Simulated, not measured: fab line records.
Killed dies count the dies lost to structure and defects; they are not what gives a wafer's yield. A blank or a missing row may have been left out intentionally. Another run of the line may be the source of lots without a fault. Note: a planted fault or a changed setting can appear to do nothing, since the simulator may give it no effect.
8D (eight disciplines) problem report, filled in by code / flow gf180mcu / the parts of the form that need people (team, actions taken, sign-off) are left out

## 1. WHAT WENT WRONG
At GF_V1_ETCH_17, bias_w averages 1321 W over 6 wafers from 2 lots, while fault-free wafers read 1199 W, standard deviation 3.3. That is +37 standard deviations from the usual mean.
The step: etches SiO2 in C4F8/O2/Ar, stops on TiN, target depth 630 nm.
First observed at day 22 13:00: wafer L362.3, on rie_diel-02. The record has a number at this step for 39 wafers belonging to 13 lots. Rule for "out" (also "out of limits"): further than 4 standard deviations from the usual mean. The rest of the wafers with a number are treated as sound.

## 2. WHAT IT IS; WHAT IT IS NOT
question=which readings at this step | is=bias_w | is not=oes_product_au
question=which lots | is=L362, L364 | is not=L350, L351, L353, L355, L366, L367, L368, L369, L370, L371, L372
question=which wafers of those lots | is=all that have a number | is not=-
question=read on which tools | is=rie_diel-02 | is not=rie_diel-01, rie_diel-03
question=when | is=from day 22 13:00 | is not=up to then (12 sound wafers); but 21 sound wafers of L366, L367, L368, L369, L370, L371, L372 came after

## 3. WHAT RULES OUT EACH SUSPECT
Counting: a tool at a process step up to the reading stays a suspect if it ran every lot that is out and no sound lot after the first of them.
- rie_diel-02 at GF_V1_ETCH_17 (etches SiO2 in C4F8/O2/Ar, stops on TiN, target depth 630 nm): kept. It ran every lot that is out, first L362 (day 22 13:00), and no sound lot after that. On those wafers its own readings are out: bias_w.
The count leaves rie_diel-02 at GF_V1_ETCH_17.

## 4. THE CAUSE (what the simulator had put in)
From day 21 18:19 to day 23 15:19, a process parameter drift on rie_diel-02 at GF_V1_ETCH_17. The setting bias_w was moved by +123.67, starting from 1200. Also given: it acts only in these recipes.
Only this tool survived the counting.

## 5. SEQUENCE OF EFFECTS, ordered by route
Each row: a reading where the mean over the struck wafers with a number is more than 3 standard deviations away from the usual. Readings are gone through only where the record gives a usual standard deviation; hours: the median, over the lots, of the time from a lot's start at the first step in this table giving one to that lot's start at this step; sigmas: the change measured in usual standard deviations.
hours=0; step=GF_V1_ETCH_17; reading=bias_w; usual=1199 W; on struck wafers=1321; change=+122; sigmas=+37
It contains these process steps:
- GF_V1_ETCH_17: etches SiO2 in C4F8/O2/Ar, stops on TiN, target depth 630 nm.
Later measuring or inspecting steps at which every struck wafer that the step has a row for has a number for every such reading, and none has moved that far: GF_V2_THK_MEAS_03.

## 6. HOW IT WOULD HAVE BEEN CAUGHT EARLIER
In this record the first reading out of limits was taken at day 22 13:00, 19 hours after the fault began at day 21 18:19.
